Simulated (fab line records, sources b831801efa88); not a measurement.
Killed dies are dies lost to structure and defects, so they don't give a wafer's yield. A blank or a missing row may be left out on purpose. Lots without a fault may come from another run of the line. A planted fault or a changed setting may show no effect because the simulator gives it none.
One fault seen from 2 desks | flow sky130 | each desk has only its own numbers; what lay behind them comes last

THE TOOL OWNER'S DESK: implanter-03
The tool's own readings at SKY_LDD_N_IMPLANT_09: means of the sampled wafers that have a number, for each lot that ran on this tool. A lot is out of limits, marked OUT, if its mean lies more than 4 standard deviations from the usual mean; the brackets give that distance.
Columns: A = dose_ions_cm2 at SKY_LDD_N_IMPLANT_09, usual 7.502e+13; B = faraday_current_uA at SKY_LDD_N_IMPLANT_09, usual 422
lot  | first seen here | A                           | B
L299 | day 17 15:22    | 7.508e+13                   | 417
L303 | day 19 07:52    | 3.228e+13 (-99 or more) OUT | 183 (-28) OUT
L304 | day 19 21:11    | 3.230e+13 (-99 or more) OUT | 181 (-28) OUT
L306 | day 20 15:54    | 3.241e+13 (-99 or more) OUT | 183 (-28) OUT
L317 | day 24 16:29    | 7.504e+13                   | 419
L320 | day 25 09:32    | 7.500e+13                   | 417
This desk's finding: out of limits on L303, L304, L306; first on L303, day 19 07:52 (dose_ions_cm2 at SKY_LDD_N_IMPLANT_09). In limits: L299, L317, L320.

THE METROLOGY DESK
What the gauges read, lot by lot, whatever tool the lot ran on: means of the sampled wafers that have a number. A lot is out of limits, marked OUT, if its mean lies more than 4 standard deviations from the usual mean; the brackets give that distance.
Columns: A = NWELL_OXIDATION_THK at SKY_NWELL_THK_MEAS_02, usual 9.95 nm; B = VT_ADJUST_LVTN_2_TW at SKY_VT_ADJUST_LVTN_TW_MEAS_21, usual 189.2; C = VT_ADJUST_PCH_OVL at SKY_VT_ADJUST_PCH_OVL_MEAS_07, usual 0.4 nm; D = LDD_N_TW at SKY_LDD_N_TW_MEAS_17, usual 2596
lot  | first seen here | A     | B     | C    | D
L298 | day 2 15:44     | 9.96  | 189.2 | 0.6  | 2615
L299 | day 2 19:34     | 9.86  | 187.4 | 1.9  | 2604
L300 | day 3 02:53     | 10.09 | 188.9 | 0.6  | 2598
L301 | day 3 08:55     | 9.93  | 187.7 | 2.6  | 2607
L303 | day 3 18:21     | 10.05 | 189.5 | 1.0  | 2506 (-6.9) OUT
L304 | day 3 23:31     | 10.12 | 191.9 | 1.3  | 2503 (-7.1) OUT
L306 | day 4 13:19     | 9.81  | 191.8 | 0.5  | 2529 (-5.2) OUT
L311 | day 5 13:04     | 10.03 | 189.5 | -0.7 | 2592
L312 | day 5 17:47     | 10.09 | 190.9 | 0.1  | 2604
L315 | day 6 07:47     | 10.10 | 188.5 | -0.8 | 2604
L317 | day 6 21:30     | 10.18 | 187.6 | -0.0 | 2600
L320 | day 7 09:46     | 9.98  | 187.9 | 0.5  | 2591
This desk's finding: out of limits on L303, L304, L306; first on L303, day 19 09:01 (LDD_N_TW at SKY_LDD_N_TW_MEAS_17). In limits: L298, L299, L300, L301, L311, L312, L315, L317, L320.

PUT TOGETHER
The tool owner's desk could have raised an alarm at day 19 07:52, on L303, L304, L306.
The metrology desk could have raised an alarm at day 19 09:01, on L303, L304, L306.
Of the lots named, all ran SKY_LDD_N_IMPLANT_09 on implanter-03.

WHAT THE SIMULATOR HAD PUT IN
Process parameter drift: implanter-03, from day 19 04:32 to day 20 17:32, at SKY_LDD_N_IMPLANT_09. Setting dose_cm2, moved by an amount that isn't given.
Lots struck among those shown: L303, L304, L306.
Hours from the fault's start to each desk's first reading out of limits: the tool owner's desk, 3; the metrology desk, 4.
